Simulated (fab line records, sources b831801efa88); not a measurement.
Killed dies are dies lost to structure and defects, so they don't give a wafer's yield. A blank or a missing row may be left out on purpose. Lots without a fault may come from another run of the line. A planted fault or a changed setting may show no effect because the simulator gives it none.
Chamber matching | flow sky130 | SKY_VIA1_ETCH_14 on rie_diel-02: 4 sister chambers
The step etches BARC in N2/H2, stops on SiO2, time 45.9 s, target depth 60 nm. 8 wafers are shown with their chamber, then 12 later ones without.

WAFERS WITH THEIR CHAMBER
wafer  | chamber | drypump_motor_current_A (A) | throttle_valve_pct (%)
L081.4 | 0       | 5.8                         | 13.238
L084.1 | 2       | 5.4                         | 13.239
L087.3 | 3       | 5.7                         | 13.231
L087.4 | 2       | 5.3                         | 13.224
L087.6 | 0       | 5.8                         | 13.239
L088.2 | 1       | 6.5                         | 13.229
L088.3 | 3       | 5.7                         | 13.235
L088.6 | 1       | 6.5                         | 13.230

WAFERS WITHOUT THEIR CHAMBER
wafer  | drypump_motor_current_A (A) | throttle_valve_pct (%)
L090.1 | 5.8                         | 13.229
L090.2 | 6.5                         | 13.211
L090.6 | 5.8                         | 13.218
L092.1 | 5.7                         | 13.219
L092.4 | 6.5                         | 13.226
L092.6 | 6.5                         | 13.223
L096.1 | 5.8                         | 13.213
L096.3 | 5.3                         | 13.230
L096.4 | 5.7                         | 13.220
L097.2 | 5.7                         | 13.217
L097.3 | 5.8                         | 13.231
L097.6 | 5.3                         | 13.222

WHICH CHAMBER EACH WENT THROUGH
wafer  | from the rows above     | in truth
L090.1 | can't be placed: 0 or 3 | 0
L090.2 | 1                       | 1
L090.6 | can't be placed: 0 or 3 | 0
L092.1 | can't be placed: 3 or 0 | 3
L092.4 | 1                       | 1
L092.6 | 1                       | 1
L096.1 | can't be placed: 3 or 0 | 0
L096.3 | 2                       | 2
L096.4 | 3                       | 3
L097.2 | can't be placed: 3 or 0 | 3
L097.3 | can't be placed: 0 or 3 | 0
L097.6 | 2                       | 2
Placed correctly: 6 of 12. Can't be placed from these rows: 6 (the true chamber is among the candidates in 6). Placed wrongly: 0.
How it was worked out, from the rows above alone: a wafer's distance from a chamber is the root of the sum, over the readings, of the square of ((its reading less the chamber's mean) divided by the reading's scatter). The wafer belongs to the nearest chamber; if the next one is less than 2 further off, it can't be placed. A chamber's mean is the mean of its shown wafers. The scatter: the root of (the sum of the squares of (reading less its chamber's mean) over the shown wafers, divided by (wafers less chambers)).
